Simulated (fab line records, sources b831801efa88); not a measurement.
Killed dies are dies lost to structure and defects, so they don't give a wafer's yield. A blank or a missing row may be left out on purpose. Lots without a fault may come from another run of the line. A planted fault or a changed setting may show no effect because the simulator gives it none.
Which tool did it? | flow sky130 | 13 lots, 39 wafers sampled, at 5 steps of a route of 708

WHAT THE GAUGES READ, wafer by wafer
SKY_VT_ADJUST_LVTN_OVL_MEAS_18.
lot  | measured     | on         | VT_ADJUST_LVTN_01_OVL (nm)
L792 | day 7 19:26  | overlay-01 | 5.8 3.2 3.5
L794 | day 8 07:31  | overlay-02 | 0.4 1.9 3.5
L795 | day 8 09:49  | overlay-01 | 2.2 1.3 0.4
L796 | day 8 22:37  | overlay-02 | 1.9 2.2 0.6
L797 | day 9 04:46  | overlay-02 | 5.8 4.1 4.1
L798 | day 9 12:01  | overlay-02 | 3.5 3.2 3.4
L799 | day 9 16:49  | overlay-02 | 2.3 3.5 3.2
L802 | day 10 11:43 | overlay-01 | 2.6 2.8 1.7
L806 | day 11 14:01 | overlay-02 | 2.7 3.1 1.9
L807 | day 11 22:22 | overlay-02 | 1.5 -0.3 2.0
L808 | day 12 03:43 | overlay-01 | -0.3 1.0 1.2
L809 | day 12 10:10 | overlay-02 | 3.7 3.0 2.8
L815 | day 14 03:46 | overlay-02 | 3.0 3.1 3.4

SKY_VT_ADJUST_PCH_TW_MEAS_10.
lot  | measured     | on            | VT_ADJUST_PCH_TW
L792 | day 10 12:10 | film_metro-03 | 143.5 144.0 143.8
L794 | day 11 01:06 | film_metro-03 | 143.9 144.8 145.1
L795 | day 11 03:49 | film_metro-02 | 141.6 141.3 142.0
L796 | day 11 18:30 | film_metro-03 | 144.9 144.3 143.9
L797 | day 12 01:39 | film_metro-02 | 142.4 142.6 142.5
L798 | day 12 10:18 | film_metro-02 | 142.6 142.7 143.1
L799 | day 12 14:42 | film_metro-02 | 143.2 142.2 142.3
L802 | day 13 10:21 | film_metro-04 | 142.6 142.8 142.1
L806 | day 14 15:43 | film_metro-02 | 143.8 142.0 142.8
L807 | day 15 00:09 | film_metro-02 | 140.8 141.6 141.4
L808 | day 15 07:34 | film_metro-02 | 141.7 140.5 140.7
L809 | day 15 14:10 | film_metro-04 | 142.7 142.4 143.0
L815 | day 17 14:13 | film_metro-04 | 143.1 143.3 142.1

SKY_GATE_OXIDE_TW_MEAS_14.
lot  | measured     | on            | GATE_OXIDE_TW
L792 | day 13 21:19 | film_metro-02 | 223.5 223.7 223.9
L794 | day 14 16:19 | film_metro-01 | 224.0 225.6 225.0
L795 | day 14 16:32 | film_metro-03 | 224.4 224.5 224.7
L796 | day 15 11:31 | film_metro-02 | 221.7 223.7 220.7
L797 | day 15 14:04 | film_metro-03 | 224.6 225.6 224.9
L798 | day 15 23:04 | film_metro-03 | 225.3 225.7 224.1
L799 | day 16 02:09 | film_metro-03 | 224.3 226.2 225.5
L802 | day 17 01:06 | film_metro-01 | 223.7 225.1 224.3
L806 | day 18 12:28 | film_metro-02 | 223.3 222.8 224.2
L807 | day 18 22:51 | film_metro-01 | 232.6 233.2 233.1
L808 | day 19 07:34 | film_metro-02 | 230.7 229.5 230.0
L809 | day 19 17:58 | film_metro-02 | 231.8 231.0 232.1
L815 | day 21 20:56 | film_metro-02 | 222.7 223.1 222.6

WHICH TOOL RAN EACH LOT (tool, then ch and the chambers of the sampled wafers, then the start)
lot  | SKY_VT_ADJUST_PCH_STRIP_09           | SKY_GATE_OXIDE_IMPLANT_11
L792 | plasma_asher-04 ch 0,1, day 10 12:05 | implanter-01 ch 0, day 13 21:00
L794 | plasma_asher-03 ch 0,1, day 11 01:00 | implanter-04 ch 0, day 14 15:57
L795 | plasma_asher-03 ch 0,1, day 11 03:42 | implanter-03 ch 0, day 14 16:11
L796 | plasma_asher-01 ch 0,1, day 11 18:24 | implanter-03 ch 0, day 15 11:04
L797 | plasma_asher-03 ch 0,1, day 12 01:33 | implanter-03 ch 0, day 15 13:41
L798 | plasma_asher-03 ch 0,1, day 12 10:12 | implanter-04 ch 0, day 15 22:43
L799 | plasma_asher-03 ch 0,1, day 12 14:36 | implanter-04 ch 0, day 16 01:41
L802 | plasma_asher-03 ch 0,1, day 13 10:15 | implanter-01 ch 0, day 17 00:45
L806 | plasma_asher-04 ch 0, day 14 15:36   | implanter-01 ch 0, day 18 12:07
L807 | plasma_asher-04 ch 0,1, day 15 00:03 | implanter-01 ch 0, day 18 22:29
L808 | plasma_asher-03 ch 0,1, day 15 07:27 | implanter-01 ch 0, day 19 07:14
L809 | plasma_asher-04 ch 0,1, day 15 14:04 | implanter-01 ch 0, day 19 17:38
L815 | plasma_asher-01 ch 0,1, day 17 14:06 | implanter-04 ch 0, day 21 20:35
- SKY_VT_ADJUST_PCH_STRIP_09: strips in O2/N2.
- SKY_GATE_OXIDE_IMPLANT_11

WHAT THE TOOLS THEMSELVES READ (means of the sampled wafers that have a number; where no wafer has one, the mark that the record gives instead)
SKY_VT_ADJUST_PCH_STRIP_09.
lot  | tool            | drypump_motor_current_A (A) | oes_product_au (a.u.) | strip_time_to_endpoint_s (s)
L792 | plasma_asher-04 | 5.2                         | 0.725                 | 36.93
L794 | plasma_asher-03 | 5.8                         | 0.724                 | 36.92
L795 | plasma_asher-03 | 5.6                         | 0.728                 | 36.78
L796 | plasma_asher-01 | 5.1                         | 0.723                 | 36.97
L797 | plasma_asher-03 | 5.8                         | 0.725                 | 36.76
L798 | plasma_asher-03 | 5.8                         | 0.722                 | 36.93
L799 | plasma_asher-03 | 5.6                         | 0.715                 | 36.93
L802 | plasma_asher-03 | 5.6                         | 0.724                 | 36.91
L806 | plasma_asher-04 | 5.1                         | 0.723                 | 37.02
L807 | plasma_asher-04 | 5.3                         | 0.717                 | 37.04
L808 | plasma_asher-03 | 5.8                         | 0.724                 | 36.83
L809 | plasma_asher-04 | 5.2                         | 0.721                 | 37.04
L815 | plasma_asher-01 | 5.0                         | 0.720                 | 36.84

SKY_GATE_OXIDE_IMPLANT_11.
lot  | tool         | beam_energy_keV
L792 | implanter-01 | 9.999
L794 | implanter-04 | 9.998
L795 | implanter-03 | 9.997
L796 | implanter-03 | 9.998
L797 | implanter-03 | 9.998
L798 | implanter-04 | 10.000
L799 | implanter-04 | 9.996
L802 | implanter-01 | 10.001
L806 | implanter-01 | 9.998
L807 | implanter-01 | 11.641
L808 | implanter-01 | 11.636
L809 | implanter-01 | 11.642
L815 | implanter-04 | 9.999

THE ANSWER, worked out from the rows above alone
Rule: what is usual is taken from the lots themselves. Put in order of their means at a reading, lots are off if they are a third of the lots or fewer, leave a main group of 4 or more, and stand apart from it by a gap of 3 or more times the standard deviation of the main group's means; of several such gaps the widest counts. A main group whose means are all the same, to the digits that the tables above print for the reading, isn't used. A lot without any number at a reading at which 4 lots or more have one is off too. The other lots that the step has rows for count as sound. The gauges are gone through in route order, then the tools' own readings, and for those a lot's mean is taken as printed above. The first step at which some lot is off is used, and at that step the reading that is off furthest; a lot without a number counts as furthest.
Off: L807, L808, L809, at SKY_GATE_OXIDE_TW_MEAS_14 (GATE_OXIDE_TW). The main group: mean 224.1, standard deviation 1.
A tool fits if, at a process step before that reading, it ran every lot that is off, and no sound lot after the first of them. The gauges at SKY_GATE_OXIDE_TW_MEAS_14 aren't tried: what is off there is off at SKY_GATE_OXIDE_IMPLANT_11 too, on other tools, and a gauge's error can't cause that. One fits: implanter-01 at SKY_GATE_OXIDE_IMPLANT_11. Its last sound lot is L806 (day 18 12:07), its first lot that is off L807 (day 18 22:29): a fault that began between those two fits.
The tool's own readings at SKY_GATE_OXIDE_IMPLANT_11 bear it out: on the lots that are off they differ by more than 5 times the standard deviation of the sound lots' means. beam_energy_keV reads 11.640 there against 9.998 on the sound lots.

WHAT THE SIMULATOR HAD PUT IN
Process parameter drift: implanter-01, from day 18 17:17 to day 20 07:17, at SKY_GATE_OXIDE_IMPLANT_11. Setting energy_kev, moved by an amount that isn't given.
Lots struck among those shown: L807, L808, L809. The rule above found the same.
